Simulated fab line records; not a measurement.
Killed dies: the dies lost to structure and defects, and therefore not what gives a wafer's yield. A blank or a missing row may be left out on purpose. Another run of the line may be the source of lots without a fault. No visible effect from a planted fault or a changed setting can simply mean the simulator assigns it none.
Which tool was responsible? + flow sky130 + 72 wafers from 24 lots sampled at 5 of the route's 708 steps

WHAT EACH GAUGE READ, for each wafer
SKY_SD_N_RS_MEAS_18: measures by four-point-probe. Usual: for RES_XHIGH_RS the level is 332.0 ohm/sq and the standard deviation is 1.1.
| lot  | measured     | on            | RES_XHIGH_RS (ohm/sq) | flag |
|------|--------------|---------------|-----------------------|------|
| L074 | day 28 12:34 | film-metro-03 | 331.7 331.8 331.9     |      |
| L075 | day 28 15:24 | film-metro-04 | 333.9 333.1 333.5     |      |
| L076 | day 28 19:40 | film-metro-03 | 331.3 332.7 331.8     |      |
| L077 | day 28 22:39 | film-metro-03 | 332.2 332.1 331.4     |      |
| L078 | day 29 01:14 | film-metro-01 | 333.1 334.4 333.5     |      |
| L080 | day 30 01:25 | film-metro-04 | 333.0 332.5 331.5     |      |
| L079 | day 30 02:49 | film-metro-01 | 331.4 332.1 331.0     |      |
| L081 | day 30 07:02 | film-metro-01 | 328.9 329.5 329.9     |      |
| L082 | day 30 14:53 | film-metro-03 | 330.4 331.3 330.9     |      |
| L083 | day 31 02:05 | film-metro-01 | 333.3 332.9 333.9     |      |
| L084 | day 31 16:24 | film-metro-03 | 332.1 331.5 331.7     |      |
| L085 | day 32 03:41 | film-metro-03 | 332.2 332.1 332.6     |      |
| L086 | day 32 07:08 | film-metro-03 | 331.8 330.6 331.1     |      |
| L087 | day 32 14:56 | film-metro-01 | 331.6 331.9 331.9     |      |
| L088 | day 32 18:06 | film-metro-04 | 333.7 330.0 332.3     |      |
| L089 | day 32 23:36 | film-metro-01 | 332.2 331.6 332.1     |      |
| L090 | day 33 09:16 | film-metro-01 | 332.2 331.2 332.2     |      |
| L091 | day 33 13:10 | film-metro-01 | 331.7 331.8 330.6     |      |
| L092 | day 34 04:04 | film-metro-04 | 332.5 332.0 331.4     |      |
| L093 | day 34 12:51 | film-metro-04 | 331.0 332.7 332.3     |      |
| L094 | day 34 14:06 | film-metro-04 | 331.7 331.0 331.8     |      |
| L095 | day 34 20:54 | film-metro-03 | 333.0 332.4 334.1     |      |
| L096 | day 34 23:49 | film-metro-01 | 331.2 332.3 331.0     |      |
| L097 | day 35 10:51 | film-metro-04 | 331.0 331.0 331.5     |      |

SKY_LOCAL_INTERCONNECT_RS_MEAS_01: measures by four-point-probe. Usual: for LOCAL_INTERCONNECT_TIN_RS the level is 14.27 ohm/sq and the standard deviation is 0.21.
| lot  | measured     | on            | LOCAL_INTERCONNECT_TIN_RS (ohm/sq) | flag |
|------|--------------|---------------|------------------------------------|------|
| L074 | day 29 18:43 | film-metro-02 | 13.94 14.28 13.97                  |      |
| L075 | day 29 21:43 | film-metro-04 | 14.28 14.12 14.27                  |      |
| L076 | day 30 01:50 | film-metro-02 | 14.18 14.41 14.28                  |      |
| L077 | day 30 04:38 | film-metro-02 | 14.41 14.33 14.36                  |      |
| L078 | day 30 06:55 | film-metro-02 | 14.14 13.97 14.23                  |      |
| L080 | day 31 07:07 | film-metro-04 | 14.42 14.33 14.30                  |      |
| L079 | day 31 08:14 | film-metro-01 | 13.99 14.17 14.18                  |      |
| L081 | day 31 12:47 | film-metro-04 | 14.15 14.38 14.27                  |      |
| L082 | day 31 19:38 | film-metro-02 | 14.32 14.57 14.29                  |      |
| L083 | day 32 08:04 | film-metro-01 | 14.07 14.10 14.01                  |      |
| L084 | day 32 21:10 | film-metro-04 | 14.39 14.30 14.40                  |      |
| L085 | day 33 08:21 | film-metro-01 | 14.41 14.38 14.39                  |      |
| L086 | day 33 12:02 | film-metro-04 | 14.13 14.22 14.16                  |      |
| L087 | day 33 19:19 | film-metro-04 | 14.47 14.55 14.54                  |      |
| L088 | day 33 23:09 | film-metro-04 | 14.62 14.74 14.79                  |      |
| L089 | day 34 04:22 | film-metro-02 | 14.27 13.94 14.12                  |      |
| L090 | day 34 14:26 | film-metro-02 | 14.05 14.28 14.13                  |      |
| L091 | day 34 18:02 | film-metro-02 | 14.29 14.17 14.32                  |      |
| L092 | day 35 08:02 | film-metro-01 | 14.21 14.13 14.07                  |      |
| L093 | day 35 17:51 | film-metro-01 | 14.39 14.57 14.25                  |      |
| L094 | day 35 19:01 | film-metro-04 | 13.90 14.14 13.86                  |      |
| L095 | day 36 01:20 | film-metro-02 | 14.15 14.21 14.08                  |      |
| L096 | day 36 03:59 | film-metro-01 | 14.51 14.49 14.47                  |      |
| L097 | day 36 15:46 | film-metro-04 | 14.57 14.50 14.40                  |      |

SKY_METAL2_THK_MEAS_06: measures by xrf. Usual: for METAL2_ALCU_THK the level is 252.4 nm and the standard deviation is 2.9.
| lot  | measured     | on            | METAL2_ALCU_THK (nm) | flag |
|------|--------------|---------------|----------------------|------|
| L074 | day 34 13:58 | film-metro-02 | 246.6 249.9 251.1    |      |
| L075 | day 34 17:25 | film-metro-02 | 257.1 250.6 253.2    |      |
| L076 | day 34 20:21 | film-metro-02 | 253.1 255.8 253.7    |      |
| L077 | day 34 22:37 | film-metro-01 | 251.0 251.2 248.3    |      |
| L078 | day 35 01:10 | film-metro-04 | 250.7 254.4 255.0    |      |
| L080 | day 35 23:22 | film-metro-01 | 252.3 253.8 248.6    |      |
| L079 | day 36 01:07 | film-metro-01 | 255.5 255.0 253.5    |      |
| L081 | day 36 06:14 | film-metro-02 | 249.2 247.9 254.5    |      |
| L082 | day 36 13:04 | film-metro-02 | 252.8 253.5 253.4    |      |
| L083 | day 37 00:59 | film-metro-04 | 250.1 253.2 253.7    |      |
| L084 | day 37 12:06 | film-metro-02 | 249.1 252.5 253.7    |      |
| L085 | day 37 22:19 | film-metro-04 | 250.9 250.8 252.0    |      |
| L086 | day 38 03:44 | film-metro-04 | 251.5 251.1 247.6    |      |
| L087 | day 38 09:56 | film-metro-02 | 253.1 252.4 250.1    |      |
| L088 | day 38 13:05 | film-metro-01 | 253.2 254.3 252.8    |      |
| L089 | day 38 17:54 | film-metro-02 | 250.6 254.0 254.4    |      |
| L090 | day 39 04:35 | film-metro-04 | 251.7 251.9 251.0    |      |
| L091 | day 39 07:26 | film-metro-02 | 259.2 258.4 258.0    |      |
| L092 | day 39 20:50 | film-metro-01 | 250.9 255.6 251.7    |      |
| L093 | day 40 05:23 | film-metro-04 | 248.2 248.7 248.4    |      |
| L094 | day 40 06:19 | film-metro-04 | 250.7 251.2 250.0    |      |
| L095 | day 40 13:36 | film-metro-04 | 253.9 252.8 254.1    |      |
| L096 | day 40 15:33 | film-metro-01 | 253.4 253.7 251.7    |      |
| L097 | day 41 02:40 | film-metro-01 | 259.2 258.8 260.3    |      |

SKY_CAP2M_OVL_MEAS_12. Usual: for CAP2M_OVL the level is -0.6 nm and the standard deviation is 1.
| lot  | measured     | on         | CAP2M_OVL (nm) | flag |
|------|--------------|------------|----------------|------|
| L074 | day 41 04:50 | overlay-01 | -1.2 -0.3 -0.9 |      |
| L075 | day 41 09:43 | overlay-01 | 0.4 0.2 -0.3   |      |
| L076 | day 41 10:37 | overlay-01 | -0.3 -0.8 0.0  |      |
| L077 | day 41 13:51 | overlay-02 | -1.9 -0.8 -3.0 |      |
| L078 | day 41 14:57 | overlay-02 | 0.1 0.8 1.1    |      |
| L080 | day 42 11:32 | overlay-01 | -0.9 -0.7 -1.4 |      |
| L079 | day 42 12:29 | overlay-02 | 0.3 -1.3 -0.1  |      |
| L081 | day 42 17:28 | overlay-02 | 0.3 -1.5 0.3   |      |
| L082 | day 43 00:34 | overlay-02 | 0.8 -0.8 -0.7  |      |
| L083 | day 43 10:14 | overlay-01 | 0.9 1.2 1.0    |      |
| L084 | day 43 18:24 | overlay-02 | -0.8 -0.8 -1.1 |      |
| L085 | day 44 05:40 | overlay-02 | 0.5 -0.7 -0.4  |      |
| L086 | day 44 09:43 | overlay-01 | -0.4 -0.7 -1.4 |      |
| L087 | day 44 15:52 | overlay-02 | -0.3 0.1 -0.9  |      |
| L088 | day 44 17:19 | overlay-02 | 2.2 0.3 0.2    |      |
| L089 | day 44 21:19 | overlay-02 | -1.2 -0.7 -1.1 |      |
| L090 | day 45 07:27 | overlay-01 | -3.0 -2.2 -1.8 |      |
| L091 | day 45 11:02 | overlay-01 | 0.0 -0.7 1.0   |      |
| L092 | day 45 20:34 | overlay-01 | -0.4 -0.7 -1.1 |      |
| L093 | day 46 04:16 | overlay-01 | -0.5 -0.9 0.8  |      |
| L094 | day 46 07:05 | overlay-01 | -1.7 -1.4 -1.8 |      |
| L095 | day 46 12:37 | overlay-02 | 0.8 -0.3 0.6   |      |
| L096 | day 46 14:08 | overlay-02 | -0.7 -1.5 -2.1 |      |
| L097 | day 46 23:08 | overlay-02 | -0.2 -0.7 -0.5 |      |

EACH LOT AND THE TOOL THAT RAN IT (in order: tool; ch and the chambers of the sampled wafers; start)
| lot  | SKY_METAL3_STRIP_19                  |
|------|--------------------------------------|
| L074 | plasma-asher-01 ch 0,1, day 39 01:40 |
| L075 | plasma-asher-03 ch 0,1, day 39 05:11 |
| L076 | plasma-asher-03 ch 0,1, day 39 07:27 |
| L077 | plasma-asher-01 ch 0,1, day 39 10:18 |
| L078 | plasma-asher-03 ch 0,1, day 39 11:42 |
| L080 | plasma-asher-01 ch 0,1, day 40 08:11 |
| L079 | plasma-asher-01 ch 0,1, day 40 10:44 |
| L081 | plasma-asher-04 ch 0,1, day 40 15:13 |
| L082 | plasma-asher-01 ch 0,1, day 40 23:16 |
| L083 | plasma-asher-04 ch 0,1, day 41 08:27 |
| L084 | plasma-asher-04 ch 0,1, day 41 17:44 |
| L085 | plasma-asher-04 ch 0,1, day 42 05:21 |
| L086 | plasma-asher-01 ch 0,1, day 42 09:47 |
| L087 | plasma-asher-03 ch 0,1, day 42 14:59 |
| L088 | plasma-asher-01 ch 0,1, day 42 17:02 |
| L089 | plasma-asher-03 ch 0,1, day 42 21:20 |
| L090 | plasma-asher-01 ch 0,1, day 43 07:20 |
| L091 | plasma-asher-01 ch 0,1, day 43 11:35 |
| L092 | plasma-asher-03 ch 0,1, day 43 22:32 |
| L093 | plasma-asher-04 ch 0,1, day 44 06:51 |
| L094 | plasma-asher-03 ch 0, day 44 08:33   |
| L095 | plasma-asher-04 ch 0, day 44 14:56   |
| L096 | plasma-asher-03 ch 0,1, day 44 16:30 |
| L097 | plasma-asher-04 ch 0,1, day 45 03:10 |
- SKY_METAL3_STRIP_19: strips in O2/N2.

AS READ BY THE TOOLS THEMSELVES (means over the sampled wafers that have a number; for cases with no such wafer, the mark the record gives instead)
SKY_METAL3_STRIP_19. Usual: drypump-motor-current-A 5.5 A, standard deviation 0.48; oes-product-au 0.502 a.u., standard deviation 0.0057; strip-time-to-endpoint-s 6.53 s, standard deviation 0.09.
| lot  | tool            | drypump-motor-current-A (A) | oes-product-au (a.u.) | strip-time-to-endpoint-s (s) | flag |
|------|-----------------|-----------------------------|-----------------------|------------------------------|------|
| L074 | plasma-asher-01 | 6.1                         | 0.505                 | 6.53                         |      |
| L075 | plasma-asher-03 | 5.2                         | 0.510                 | 6.80                         |      |
| L076 | plasma-asher-03 | 5.2                         | 0.501                 | 6.49                         |      |
| L077 | plasma-asher-01 | 6.1                         | 0.511                 | 6.73                         |      |
| L078 | plasma-asher-03 | 5.2                         | 0.499                 | 6.52                         |      |
| L080 | plasma-asher-01 | 6.1                         | 0.503                 | 6.48                         |      |
| L079 | plasma-asher-01 | 6.1                         | 0.504                 | 6.47                         |      |
| L081 | plasma-asher-04 | 5.1                         | 0.506                 | 6.58                         |      |
| L082 | plasma-asher-01 | 6.1                         | 0.496                 | 6.48                         |      |
| L083 | plasma-asher-04 | 5.1                         | 0.505                 | 6.58                         |      |
| L084 | plasma-asher-04 | 5.1                         | 0.497                 | 6.42                         |      |
| L085 | plasma-asher-04 | 5.3                         | 0.500                 | 6.51                         |      |
| L086 | plasma-asher-01 | 6.1                         | 0.504                 | 6.52                         |      |
| L087 | plasma-asher-03 | 5.2                         | 0.499                 | 6.51                         |      |
| L088 | plasma-asher-01 | 6.1                         | 0.504                 | 6.55                         |      |
| L089 | plasma-asher-03 | 5.2                         | 0.502                 | 6.59                         |      |
| L090 | plasma-asher-01 | 6.1                         | 0.502                 | 6.46                         |      |
| L091 | plasma-asher-01 | 6.1                         | 0.501                 | 6.48                         |      |
| L092 | plasma-asher-03 | 5.2                         | 0.506                 | 6.54                         |      |
| L093 | plasma-asher-04 | 5.3                         | 0.505                 | 6.52                         |      |
| L094 | plasma-asher-03 | 5.1                         | 0.499                 | 6.50                         |      |
| L095 | plasma-asher-04 | 5.5                         | 0.499                 | 6.44                         |      |
| L096 | plasma-asher-03 | 5.2                         | 0.499                 | 6.43                         |      |
| L097 | plasma-asher-04 | 5.1                         | 0.505                 | 6.53                         |      |

THE ANSWER, worked out from the rows above alone
Rule: lot off if the mean of its wafers having a number is beyond 3 standard deviations from the usual mean. A lot without any number at a reading at which 4 lots or more have one is off too. All remaining lots with rows at the step are treated as sound. Order of review: gauges by route order, followed by the tools' own readings, for which a lot's mean as printed above is used. The first step at which some lot is off is used, and at that step the reading that is off furthest; a lot without a number counts as furthest.
Nothing can be told from this: no lot is off at any reading shown.

WHAT HAD BEEN PUT IN BY THE SIMULATOR
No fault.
